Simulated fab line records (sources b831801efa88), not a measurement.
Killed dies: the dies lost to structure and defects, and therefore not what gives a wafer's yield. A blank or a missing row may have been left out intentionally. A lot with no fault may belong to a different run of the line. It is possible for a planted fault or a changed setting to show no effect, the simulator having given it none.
The tool behind it: which one? -- flow sky130 -- 12 lots, 36 wafers sampled, at 5 steps of a route of 708

## WHAT EACH GAUGE READ, for each wafer
SKY_LOCAL_INTERCONNECT_CD_MEAS_11: the cd target is 170 nm. Usual: cd_nm 169.9 nm, standard deviation 1.3.
lot,measured,on,cd_nm (nm),flag
L857,day 30 13:52,cd_sem-01,170.0 170.8 171.1,
L858,day 30 19:50,cd_sem-02,169.6 168.5 170.1,
L859,day 31 06:01,cd_sem-01,172.4 170.5 170.4,
L862,day 32 11:41,cd_sem-01,170.4 171.0 171.7,
L866,day 33 08:53,cd_sem-01,168.6 169.2 168.6,
L867,day 34 01:36,cd_sem-01,171.2 171.4 171.8,
L875,day 36 14:55,cd_sem-02,169.6 169.6 169.1,
L876,day 36 23:10,cd_sem-02,171.5 170.3 171.1,
L877,day 37 09:38,cd_sem-01,170.7 169.2 170.1,
L880,day 37 20:26,cd_sem-01,168.4 169.6 168.8,
L878,day 37 21:50,cd_sem-01,168.8 169.7 169.9,
L879,day 38 00:24,cd_sem-01,168.6 169.1 169.9,

SKY_CONTACT_RS_MEAS_25: measurement is done with a four-point probe. Usual: CONTACT_W_RS gives 0.339 ohm/sq (standard deviation 0.0051).
lot,measured,on,CONTACT_W_RS (ohm/sq),flag
L857,day 31 20:58,film_metro-01,0.336 0.333 0.328,
L858,day 32 02:10,film_metro-01,0.337 0.339 0.336,
L859,day 32 12:16,film_metro-04,0.342 0.329 0.338,
L862,day 33 17:32,film_metro-02,0.346 0.345 0.346,
L866,day 34 13:48,film_metro-04,0.338 0.344 0.341,
L867,day 35 08:11,film_metro-04,0.338 0.340 0.329,
L875,day 37 20:05,film_metro-02,0.337 0.337 0.342,
L876,day 38 04:01,film_metro-02,0.340 0.337 0.340,
L877,day 38 14:35,film_metro-02,0.342 0.341 0.340,
L880,day 39 00:41,film_metro-01,0.342 0.339 0.343,
L878,day 39 01:42,film_metro-04,0.339 0.341 0.341,
L879,day 39 03:55,film_metro-01,0.340 0.338 0.339,

## TOOL THAT RAN EACH LOT (tool first, then ch and the chambers of the sampled wafers, then the start)
lot,SKY_LOCAL_INTERCONNECT_ETCH_13,SKY_CONTACT_COAT_09,SKY_CONTACT_STRIP_19
L857,"rie_metal-01 ch 0,1, day 30 14:01","litho_track-01 ch 0, day 31 05:00","plasma_asher-04 ch 0, day 31 20:11"
L858,"rie_metal-02 ch 0,1, day 30 19:59","litho_track-01 ch 0, day 31 10:00","plasma_asher-03 ch 0,1, day 32 01:23"
L859,"rie_metal-01 ch 0,1, day 31 06:10","litho_track-04 ch 0, day 31 21:00","plasma_asher-04 ch 0,1, day 32 11:29"
L862,"rie_metal-02 ch 1, day 32 11:50","litho_track-01 ch 0, day 33 02:00","plasma_asher-03 ch 0,1, day 33 16:44"
L866,"rie_metal-02 ch 0,1, day 33 09:02","litho_track-01 ch 0, day 33 23:00","plasma_asher-01 ch 0,1, day 34 13:02"
L867,"rie_metal-04 ch 0,1, day 34 01:44","litho_track-01 ch 0, day 34 16:00","plasma_asher-04 ch 1, day 35 06:08"
L875,"rie_metal-02 ch 0,1, day 36 15:04","litho_track-03 ch 0, day 37 05:00","plasma_asher-04 ch 0,1, day 37 19:19"
L876,"rie_metal-04 ch 0,1, day 36 23:17","litho_track-03 ch 0, day 37 13:00","plasma_asher-03 ch 0,1, day 38 03:14"
L877,"rie_metal-02 ch 0, day 37 09:47","litho_track-01 ch 0, day 38 00:00","plasma_asher-03 ch 0,1, day 38 13:42"
L880,"rie_metal-01 ch 0,1, day 37 20:35","litho_track-04 ch 0, day 38 10:00","plasma_asher-01 ch 0,1, day 38 23:53"
L878,"rie_metal-04 ch 0,1, day 37 21:58","litho_track-04 ch 0, day 38 11:00","plasma_asher-03 ch 0,1, day 39 00:55"
L879,"rie_metal-01 ch 0,1, day 38 00:33","litho_track-01 ch 0, day 38 14:00","plasma_asher-01 ch 0,1, day 39 03:09"
- SKY_LOCAL_INTERCONNECT_ETCH_13: etches BARC in N2/H2, stops on SiO2, time 45.9 s, target depth 60 nm.
- SKY_CONTACT_COAT_09: resist thk 450 nm.
- SKY_CONTACT_STRIP_19: strips in O2/N2.

## WHAT THE TOOLS THEMSELVES READ (means of the sampled wafers that have a number; where no wafer has one, the mark that the record gives instead)
SKY_LOCAL_INTERCONNECT_ETCH_13. Usual: drypump_motor_current_A 5.3 A, standard deviation 0.5; oes_product_au 0.855 a.u., standard deviation 0.0055; throttle_valve_pct 13.225 %, standard deviation 0.0087.
lot,tool,drypump_motor_current_A (A),oes_product_au (a.u.),throttle_valve_pct (%),flag
L857,rie_metal-01,5.6,0.853,13.229,
L858,rie_metal-02,5.0,0.853,13.225,
L859,rie_metal-01,5.9,0.859,13.214,
L862,rie_metal-02,4.9,0.849,13.236,
L866,rie_metal-02,5.0,0.847,13.225,
L867,rie_metal-04,5.8,0.856,13.233,
L875,rie_metal-02,5.0,0.853,13.223,
L876,rie_metal-04,5.3,0.858,13.214,
L877,rie_metal-02,5.1,0.851,13.224,
L880,rie_metal-01,5.6,0.857,13.223,
L878,rie_metal-04,5.3,0.854,13.235,
L879,rie_metal-01,5.6,0.859,13.224,

SKY_CONTACT_STRIP_19. Usual: drypump_motor_current_A 5.7 A, standard deviation 0.51; oes_product_au 0.381 a.u., standard deviation 0.0043; strip_time_to_endpoint_s 3.632 s, standard deviation 0.029.
lot,tool,drypump_motor_current_A (A),oes_product_au (a.u.),strip_time_to_endpoint_s (s),flag
L857,plasma_asher-04,6.6,0.381,3.641,
L858,plasma_asher-03,5.2,0.379,3.680,
L859,plasma_asher-04,5.9,0.374,3.628,
L862,plasma_asher-03,5.3,0.382,3.632,
L866,plasma_asher-01,6.0,0.387,3.765,OFF
L867,plasma_asher-04,5.4,0.389,3.755,OFF
L875,plasma_asher-04,6.2,0.384,3.632,
L876,plasma_asher-03,5.2,0.383,3.628,
L877,plasma_asher-03,5.2,0.383,3.627,
L880,plasma_asher-01,6.0,0.383,3.638,
L878,plasma_asher-03,5.3,0.382,3.644,
L879,plasma_asher-01,6.0,0.378,3.627,

## THE ANSWER, worked out from the rows above alone
Rule: take the mean of a lot's wafers that have a number; if it is more than 3 standard deviations from the usual mean, the lot is off. Also off: a lot with no number at a reading for which 4 or more lots have one. The other lots that the step has rows for count as sound. The gauges are gone through in route order, then the tools' own readings, and for those a lot's mean is taken as printed above. At the first step where some lot is off, the reading lying furthest off is the one used; lots without a number count as furthest.
Off at SKY_CONTACT_STRIP_19 (strip_time_to_endpoint_s): L866, L867.
A tool fits if, at that step or a process step before it, it ran every lot that is off, and no sound lot after the first of them. None of those tried fits.

## WHAT THE SIMULATOR HAD INSERTED
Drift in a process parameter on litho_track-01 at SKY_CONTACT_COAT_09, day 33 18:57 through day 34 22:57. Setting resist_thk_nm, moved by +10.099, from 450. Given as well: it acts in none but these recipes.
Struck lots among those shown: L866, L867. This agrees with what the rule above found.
